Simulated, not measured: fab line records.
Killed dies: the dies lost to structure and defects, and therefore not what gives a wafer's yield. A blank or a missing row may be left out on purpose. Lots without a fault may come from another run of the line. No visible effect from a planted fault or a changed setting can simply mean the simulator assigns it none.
Problem report, 8D (eight disciplines) form, completed by code ; flow sfq line ; the parts of the form that need people (team, actions taken, sign-off) are left out

## 1. THE ISSUE
Mean L0_MONX_KI_RS at SFQ_L0_RS_MEAS_901: 29.0 ohm/sq over 3 wafers in 2 lots; fault-free wafers: 43.5 ohm/sq, standard deviation 0.38. Measured from the usual mean, that is -38 standard deviations.
The step: measures by four-point-probe.
First seen on wafer L831.6, day 5 16:36, on film metro-04. The record has a number at this step for 42 wafers belonging to 14 lots. Rule for "out" (also "out of limits"): further than 4 standard deviations from the usual mean. The other wafers with a number count as sound.

## 2. WHAT IT IS AND WHAT IT IS NOT
question;is;is not
which readings at this step;L0_MONX_KI_RS;-
which lots;L831, L832;L811, L812, L814, L815, L816, L817, L820, L821, L824, L827, L833, L834
which wafers of those lots;L831.6, L832.5, L832.6;L831.3, L831.4, L832.3
read on which gauges;film metro-03, film metro-04;film metro-02
when;from day 5 16:36;"up to then (32 sound wafers); but 7 sound wafers of L832, L833, L834 came after"

## 3. WHAT RULES OUT EACH SUSPECT
Counting: a tool at a process step up to the reading stays a suspect if it ran every lot that is out. Sound lots after the first of them don't rule it out here, since some wafers of a struck lot are sound.
- the gauge at SFQ_L0_RS_MEAS_901 is ruled out. 2 gauges (film metro-03, film metro-04) read the wafers that are out.
- pvd sputter-06 at SFQ_TRILAYER_L0_DEP_SPUTTER_003 (material MoNx KI, target thk 40 nm, time 100 s): kept. It processed each lot that is out (first: L831, day 5 16:29); up to then, its last sound lot is L827 (day 4 20:29).
After counting, what remains is pvd sputter-06 at SFQ_TRILAYER_L0_DEP_SPUTTER_003.

## 4. THE CAUSE (what the simulator had put in)
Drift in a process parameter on pvd sputter-06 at SFQ_TRILAYER_L0_DEP_SPUTTER_003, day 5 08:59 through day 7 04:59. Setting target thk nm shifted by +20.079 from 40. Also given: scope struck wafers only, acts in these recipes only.
Only this tool survived the counting.

## 5. THE EFFECT CHAIN, in route order
Each row: a reading where the mean over the struck wafers with a number is more than 3 standard deviations away from the usual. Only readings for which the record gives a usual standard deviation are gone through. hours: the time from each lot's start at the first step in this table that gives one to its start at this step, as a median over the lots. sigmas: the change in usual standard deviations.
hours;step;reading;usual;on struck wafers;change;sigmas
0;SFQ_L0_RS_MEAS_901;L0_MONX_KI_RS;43.5 ohm/sq;29.0;-14.5;-38
3;SFQ_L0_THK_MEAS_902;L0_MONX_KI_THK;40.3 nm;60.4;+20.1;+56
92;SFQ_TRILAYER_L0_ETCH_METAL_ETCH_008;oes product au;0.874 a.u.;1.008;+0.134;+22
Here are the process steps it includes:
- SFQ_TRILAYER_L0_ETCH_METAL_ETCH_008: etches MoNx KI in SF6/O2, stops on SiO2, target depth 50 nm, time 25 s.

## 6. HOW IT WOULD HAVE BEEN CAUGHT EARLIER
In this record the first reading out of limits at a measuring or inspecting step was taken at day 5 16:36, 8 hours after the fault began at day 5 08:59.
Of the tool readings at SFQ_TRILAYER_L0_DEP_SPUTTER_003 for which the record gives a usual standard deviation, none was out on any struck wafer, so an alarm limit of 4 standard deviations on them would not have fired.
Of the lots that are out (2), L832 began SFQ_TRILAYER_L0_DEP_SPUTTER_003 on pvd sputter-06 after day 5 16:36. A hold on the tool at that time would have spared it.
